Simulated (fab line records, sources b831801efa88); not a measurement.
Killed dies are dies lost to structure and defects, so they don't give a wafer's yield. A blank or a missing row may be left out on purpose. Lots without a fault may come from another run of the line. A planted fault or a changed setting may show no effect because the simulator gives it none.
Which tool did it? | flow sky130 | 13 lots, 39 wafers sampled, at 3 steps of a route of 708

WHAT THE GAUGES READ, wafer by wafer
SKY_LI_CONTACT_THK_MEAS_23: measures by xrf. Usual: LI_CONTACT_W_THK 389 nm, standard deviation 6.2.
lot  | measured     | on            | LI_CONTACT_W_THK (nm) | flag
L690 | day 29 12:56 | film_metro-03 | 396 397 397           |
L691 | day 29 18:54 | film_metro-04 | 384 380 385           |
L693 | day 30 15:49 | film_metro-04 | 385 383 379           |
L694 | day 31 00:47 | film_metro-04 | 386 385 389           |
L695 | day 31 03:26 | film_metro-03 | 393 391 392           |
L696 | day 31 21:34 | film_metro-02 | 388 394 396           |
L698 | day 32 04:16 | film_metro-03 | 396 391 400           |
L699 | day 32 22:25 | film_metro-02 | 386 389 389           |
L702 | day 33 10:57 | film_metro-04 | 384 382 387           |
L704 | day 34 03:32 | film_metro-04 | 387 391 387           |
L709 | day 35 17:17 | film_metro-03 | 387 383 383           |
L711 | day 35 22:17 | film_metro-03 | 396 392 394           |
L712 | day 36 05:42 | film_metro-03 | 400 398 399           |

WHICH TOOL RAN EACH LOT (tool, then ch and the chambers of the sampled wafers, then the start)
lot  | SKY_POLY_CUT_STRIP_12                | SKY_LI_CONTACT_SPUTTER_20
L690 | plasma_asher-02 ch 0,1, day 24 14:13 | pvd_sputter-03, day 29 12:34
L691 | plasma_asher-02 ch 0,1, day 24 21:22 | pvd_sputter-03, day 29 18:34
L693 | plasma_asher-02 ch 0,1, day 25 19:46 | pvd_sputter-01, day 30 15:30
L694 | plasma_asher-03 ch 0,1, day 26 04:58 | pvd_sputter-03, day 31 00:29
L695 | plasma_asher-02 ch 0,1, day 26 06:29 | pvd_sputter-03, day 31 03:07
L696 | plasma_asher-03 ch 0,1, day 27 03:16 | pvd_sputter-02, day 31 21:15
L698 | plasma_asher-03 ch 0,1, day 27 10:04 | pvd_sputter-01, day 32 03:56
L699 | plasma_asher-02 ch 0, day 28 04:46   | pvd_sputter-03, day 32 22:06
L702 | plasma_asher-02 ch 0, day 28 19:28   | pvd_sputter-01, day 33 10:38
L704 | plasma_asher-03 ch 0,1, day 29 13:48 | pvd_sputter-03, day 34 03:13
L709 | plasma_asher-02 ch 0,1, day 31 04:25 | pvd_sputter-02, day 35 16:52
L711 | plasma_asher-02 ch 0,1, day 31 10:31 | pvd_sputter-01, day 35 21:58
L712 | plasma_asher-02 ch 0,1, day 31 17:53 | pvd_sputter-02, day 36 05:23
- SKY_POLY_CUT_STRIP_12: strips in O2/N2.
- SKY_LI_CONTACT_SPUTTER_20: material TiN, target thk 20 nm, time 80 s.

WHAT THE TOOLS THEMSELVES READ (means of the sampled wafers that have a number; where no wafer has one, the mark that the record gives instead)
SKY_POLY_CUT_STRIP_12. Usual: drypump_motor_current_A 5.9 A, standard deviation 0.4; oes_product_au 0.452 a.u., standard deviation 0.0043; strip_time_to_endpoint_s 5.358 s, standard deviation 0.019.
lot  | tool            | drypump_motor_current_A (A) | oes_product_au (a.u.) | strip_time_to_endpoint_s (s) | flag
L690 | plasma_asher-02 | 6.0                         | 0.450                 | 5.356                        |
L691 | plasma_asher-02 | 5.9                         | 0.454                 | 5.361                        |
L693 | plasma_asher-02 | 5.9                         | 0.450                 | 5.398                        |
L694 | plasma_asher-03 | 5.9                         | 0.458                 | 5.355                        |
L695 | plasma_asher-02 | 5.9                         | 0.456                 | 5.362                        |
L696 | plasma_asher-03 | 5.9                         | 0.451                 | 5.354                        |
L698 | plasma_asher-03 | 5.7                         | 0.452                 | 5.347                        |
L699 | plasma_asher-02 | 5.4                         | 0.451                 | 5.349                        |
L702 | plasma_asher-02 | 5.4                         | 0.453                 | 5.379                        |
L704 | plasma_asher-03 | 5.7                         | 0.455                 | 5.338                        |
L709 | plasma_asher-02 | 5.9                         | 0.452                 | 5.389                        |
L711 | plasma_asher-02 | 6.0                         | 0.452                 | 5.358                        |
L712 | plasma_asher-02 | 5.9                         | 0.452                 | 5.350                        |

SKY_LI_CONTACT_SPUTTER_20. Usual: chamber_pressure_pa 5.001 Pa, standard deviation 0.01; throttle_valve_pct 30.2 %, standard deviation 1.2.
lot  | tool           | chamber_pressure_pa (Pa) | throttle_valve_pct (%) | flag
L690 | pvd_sputter-03 | 4.998                    | 29.1                   |
L691 | pvd_sputter-03 | 4.999                    | 29.3                   |
L693 | pvd_sputter-01 | 4.997                    | 30.5                   |
L694 | pvd_sputter-03 | 5.012                    | 29.2                   |
L695 | pvd_sputter-03 | 4.998                    | 29.2                   |
L696 | pvd_sputter-02 | 4.998                    | 30.5                   |
L698 | pvd_sputter-01 | 5.007                    | 30.2                   |
L699 | pvd_sputter-03 | 4.994                    | 28.7                   |
L702 | pvd_sputter-01 | 4.998                    | 30.0                   |
L704 | pvd_sputter-03 | 5.052                    | 29.3                   | OFF
L709 | pvd_sputter-02 | 5.005                    | 31.7                   |
L711 | pvd_sputter-01 | 5.005                    | 30.1                   |
L712 | pvd_sputter-02 | 5.000                    | 30.5                   |

THE ANSWER, worked out from the rows above alone
Rule: a lot is off if the mean of its wafers that have a number lies more than 3 standard deviations from the usual mean. A lot without any number at a reading at which 4 lots or more have one is off too. The other lots that the step has rows for count as sound. The gauges are gone through in route order, then the tools' own readings, and for those a lot's mean is taken as printed above. The first step at which some lot is off is used, and at that step the reading that is off furthest; a lot without a number counts as furthest.
Off: L704, at SKY_LI_CONTACT_SPUTTER_20 (chamber_pressure_pa).
A tool fits if, at that step or a process step before it, it ran every lot that is off, and no sound lot after the first of them. Can't be told from this: 2 tools fit, plasma_asher-03 at SKY_POLY_CUT_STRIP_12, pvd_sputter-03 at SKY_LI_CONTACT_SPUTTER_20.

WHAT THE SIMULATOR HAD PUT IN
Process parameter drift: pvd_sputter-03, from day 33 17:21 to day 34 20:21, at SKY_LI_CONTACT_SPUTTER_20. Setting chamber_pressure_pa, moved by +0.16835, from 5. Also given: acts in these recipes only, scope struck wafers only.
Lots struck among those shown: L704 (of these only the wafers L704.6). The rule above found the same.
